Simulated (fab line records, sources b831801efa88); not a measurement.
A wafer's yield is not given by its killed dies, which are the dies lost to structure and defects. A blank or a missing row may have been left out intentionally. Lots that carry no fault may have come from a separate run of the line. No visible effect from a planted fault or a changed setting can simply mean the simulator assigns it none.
Which of the tools did it? -- flow gf180mcu -- 24 lots, 72 wafers sampled, at 4 steps of a route of 602

## WHAT THE GAUGES READ, wafer by wafer
GF_M2_RS_MEAS_05: measures by four-point-probe.
lot,measured,on,M2_ALCU_RS (ohm/sq)
L074,day 18 08:46,film-metro-03,0.0703 0.0695 0.0695
L075,day 18 16:35,film-metro-03,0.0710 0.0705 0.0698
L077,day 19 03:07,film-metro-03,0.0695 0.0698 0.0694
L076,day 19 03:55,film-metro-03,0.0698 0.0695 0.0699
L078,day 19 21:50,film-metro-04,0.0697 0.0695 0.0703
L079,day 19 23:38,film-metro-04,0.0702 0.0701 0.0701
L080,day 20 08:11,film-metro-04,0.0697 0.0698 0.0701
L081,day 20 14:11,film-metro-03,0.0704 0.0709 0.0705
L082,day 21 01:02,film-metro-02,0.0707 0.0703 0.0711
L083,day 21 16:44,film-metro-03,0.0706 0.0707 0.0702
L084,day 21 19:14,film-metro-04,0.0700 0.0694 0.0696
L085,day 21 21:49,film-metro-03,0.0695 0.0693 0.0701
L086,day 22 12:28,film-metro-02,0.0695 0.0697 0.0689
L087,day 22 21:54,film-metro-04,0.0692 0.0693 0.0690
L088,day 23 02:45,film-metro-02,0.0710 0.0709 0.0705
L089,day 23 10:17,film-metro-02,0.0700 0.0697 0.0693
L090,day 23 15:56,film-metro-03,0.0700 0.0696 0.0700
L091,day 24 06:42,film-metro-04,0.0698 0.0692 0.0697
L092,day 24 16:25,film-metro-04,0.0699 0.0698 0.0693
L093,day 24 21:29,film-metro-04,0.0691 0.0690 0.0691
L094,day 25 14:43,film-metro-04,0.0693 0.0688 0.0698
L096,day 26 01:10,film-metro-04,0.0694 0.0692 0.0695
L095,day 26 04:11,film-metro-04,0.0695 0.0692 0.0692
L097,day 26 08:41,film-metro-03,0.0696 0.0700 0.0697

GF_V5_THK_MEAS_03.
lot,measured,on,V5_CVD_02_THK (nm)
L074,day 26 09:35,film-metro-04,1418 1441 1454
L075,day 26 17:37,film-metro-02,1430 1463 1453
L077,day 27 03:18,film-metro-01,1424 1412 1444
L076,day 27 04:02,film-metro-01,1461 1448 1469
L078,day 27 20:04,film-metro-04,1439 1444 1466
L079,day 27 20:43,film-metro-02,1434 1444 1478
L080,day 28 03:57,film-metro-02,1451 1458 1462
L081,day 28 07:34,film-metro-02,1433 1450 1440
L082,day 28 19:24,film-metro-01,1445 1445 1467
L083,day 29 06:04,film-metro-01,1438 1420 1419
L084,day 29 10:46,film-metro-04,1461 1444 1452
L085,day 29 13:12,film-metro-04,1428 1456 1476
L086,day 30 00:55,film-metro-01,1429 1431 1470
L087,day 30 07:01,film-metro-01,1432 1456 1467
L088,day 30 11:19,film-metro-04,1431 1408 1443
L089,day 30 17:17,film-metro-01,1449 1446 1449
L090,day 30 21:06,film-metro-01,1427 1432 1464
L091,day 31 09:40,film-metro-01,1431 1439 1475
L092,day 31 15:47,film-metro-04,1456 1462 1457
L093,day 31 22:10,film-metro-02,1443 1461 1471
L094,day 32 10:21,film-metro-02,1438 1446 1437
L096,day 32 18:25,film-metro-04,1454 1444 1467
L095,day 32 19:48,film-metro-04,1415 1441 1459
L097,day 33 02:12,film-metro-02,1459 1436 1470

## WHAT TOOL EACH LOT RAN ON (gives the tool, then ch and the chambers of the sampled wafers, and finally the start)
lot,GF_M1_SPUTTER_04,GF_V2_ETCH_16
L074,"pvd-sputter-04, day 16 07:19","rie-diel-03 ch 0,1,3, day 20 10:41"
L075,"pvd-sputter-04, day 16 14:24","rie-diel-03 ch 0,1,2, day 20 17:32"
L077,"pvd-sputter-04, day 17 01:11","rie-diel-01 ch 0,2,3, day 21 04:51"
L076,"pvd-sputter-01, day 17 01:34","rie-diel-03 ch 0,2,3, day 21 05:30"
L078,"pvd-sputter-02, day 17 17:58","rie-diel-04 ch 0,2,3, day 21 22:41"
L079,"pvd-sputter-02, day 17 20:25","rie-diel-03 ch 1,2,3, day 22 00:23"
L080,"pvd-sputter-01, day 18 04:59","rie-diel-04 ch 0,2,3, day 22 07:56"
L081,"pvd-sputter-02, day 18 11:21","rie-diel-03 ch 1,2,3, day 22 13:20"
L082,"pvd-sputter-02, day 18 21:24","rie-diel-01 ch 2,3, day 23 01:21"
L083,"pvd-sputter-02, day 19 13:56","rie-diel-04 ch 0,1,2, day 23 16:05"
L084,"pvd-sputter-04, day 19 15:54","rie-diel-03 ch 1,2, day 23 18:20"
L085,"pvd-sputter-04, day 19 20:05","rie-diel-03 ch 0,2,3, day 23 21:41"
L086,"pvd-sputter-01, day 20 10:35","rie-diel-01 ch 0,2,3, day 24 10:53"
L087,"pvd-sputter-04, day 20 20:32","rie-diel-01 ch 1,3, day 24 20:50"
L088,"pvd-sputter-02, day 21 02:12","rie-diel-01 ch 0,1,3, day 25 00:20"
L089,"pvd-sputter-04, day 21 09:49","rie-diel-03 ch 0,2,3, day 25 08:14"
L090,"pvd-sputter-01, day 21 15:22","rie-diel-03 ch 0,2,3, day 25 13:56"
L091,"pvd-sputter-02, day 22 06:09","rie-diel-04 ch 0,1,2, day 26 04:26"
L092,"pvd-sputter-01, day 22 17:05","rie-diel-04 ch 0,2,3, day 26 13:23"
L093,"pvd-sputter-04, day 22 21:38","rie-diel-03 ch 0,1,2, day 26 18:09"
L094,"pvd-sputter-02, day 23 15:02","rie-diel-04 ch 0,2,3, day 27 09:55"
L096,"pvd-sputter-04, day 24 01:28","rie-diel-03 ch 0,2,3, day 27 20:56"
L095,"pvd-sputter-01, day 24 04:49","rie-diel-03 ch 0,1,2, day 27 22:49"
L097,"pvd-sputter-02, day 24 11:01","rie-diel-03 ch 1,2, day 28 03:42"
- GF_M1_SPUTTER_04: material TiN, target thk 50 nm, time 41.7 s.
- GF_V2_ETCH_16: etches BARC in N2/H2.

## WHAT THE TOOLS THEMSELVES READ (means of the sampled wafers that have a number; where no wafer has one, the mark that the record gives instead)
GF_M1_SPUTTER_04.
lot,tool,chamber-pressure-pa (Pa),throttle-valve-pct (%)
L074,pvd-sputter-04,0.4001,29.4
L075,pvd-sputter-04,0.4001,29.7
L077,pvd-sputter-04,0.4002,28.9
L076,pvd-sputter-01,0.3997,29.7
L078,pvd-sputter-02,0.3995,31.2
L079,pvd-sputter-02,0.4006,31.2
L080,pvd-sputter-01,0.3995,30.3
L081,pvd-sputter-02,0.4003,29.9
L082,pvd-sputter-02,0.3999,30.8
L083,pvd-sputter-02,0.3997,29.9
L084,pvd-sputter-04,0.4005,28.9
L085,pvd-sputter-04,0.3991,29.0
L086,pvd-sputter-01,0.3994,30.2
L087,pvd-sputter-04,0.4005,29.6
L088,pvd-sputter-02,0.4001,30.0
L089,pvd-sputter-04,0.4006,29.7
L090,pvd-sputter-01,0.3997,29.0
L091,pvd-sputter-02,0.3992,30.9
L092,pvd-sputter-01,0.3992,30.1
L093,pvd-sputter-04,0.4002,28.9
L094,pvd-sputter-02,0.4000,29.8
L096,pvd-sputter-04,0.4005,29.8
L095,pvd-sputter-01,0.3999,29.5
L097,pvd-sputter-02,0.3994,31.0

GF_V2_ETCH_16.
lot,tool,drypump-motor-current-A (A),n2-flow-sccm (sccm),oes-product-au (a.u.),throttle-valve-pct (%)
L074,rie-diel-03,6.1,100.11,0.853,13.225
L075,rie-diel-03,5.9,100.25,0.858,13.221
L077,rie-diel-01,5.6,100.27,0.855,13.223
L076,rie-diel-03,6.1,99.86,0.852,13.220
L078,rie-diel-04,5.6,99.98,0.856,13.218
L079,rie-diel-03,6.0,100.06,0.850,13.223
L080,rie-diel-04,5.5,99.89,0.852,13.220
L081,rie-diel-03,6.0,100.18,0.859,13.218
L082,rie-diel-01,6.1,100.23,0.853,13.226
L083,rie-diel-04,5.3,100.11,0.852,13.226
L084,rie-diel-03,5.8,100.34,0.856,13.231
L085,rie-diel-03,6.1,99.95,0.855,13.231
L086,rie-diel-01,5.6,99.79,0.857,13.228
L087,rie-diel-01,5.7,100.27,0.859,13.231
L088,rie-diel-01,5.4,99.84,0.854,13.221
L089,rie-diel-03,6.1,99.88,0.854,13.218
L090,rie-diel-03,6.1,100.10,0.855,13.230
L091,rie-diel-04,5.4,100.00,0.853,13.214
L092,rie-diel-04,5.5,100.18,0.859,13.227
L093,rie-diel-03,5.9,99.85,0.857,13.221
L094,rie-diel-04,5.5,100.17,0.853,13.221
L096,rie-diel-03,6.1,99.62,0.858,13.221
L095,rie-diel-03,5.9,99.93,0.849,13.222
L097,rie-diel-03,5.8,99.91,0.853,13.216

## THE ANSWER, worked out from the rows above alone
Rule: the usual values come from the lots themselves. The widest of any qualifying gaps counts: lots, ordered by their means at a reading, are off when they make up no more than a third of the lots, leave a main group of 4 or more, and stand apart from it by 3 or more times the standard deviation of that group's means. The tables above print the reading to a certain number of digits; a main group whose means all agree to those digits is not used. Also off: a lot with no number at a reading for which 4 or more lots have one. Where the step has rows for the other lots, those lots are counted as sound. After the gauges, taken in route order, come the tools' own readings; for these a lot's mean is taken, as printed above. The first step at which some lot is off is used, and at that step the reading that is off furthest; a lot without a number counts as furthest.
Nothing can be told from this: no lot is off at any reading shown.

## WHAT THE SIMULATOR HAD INSERTED
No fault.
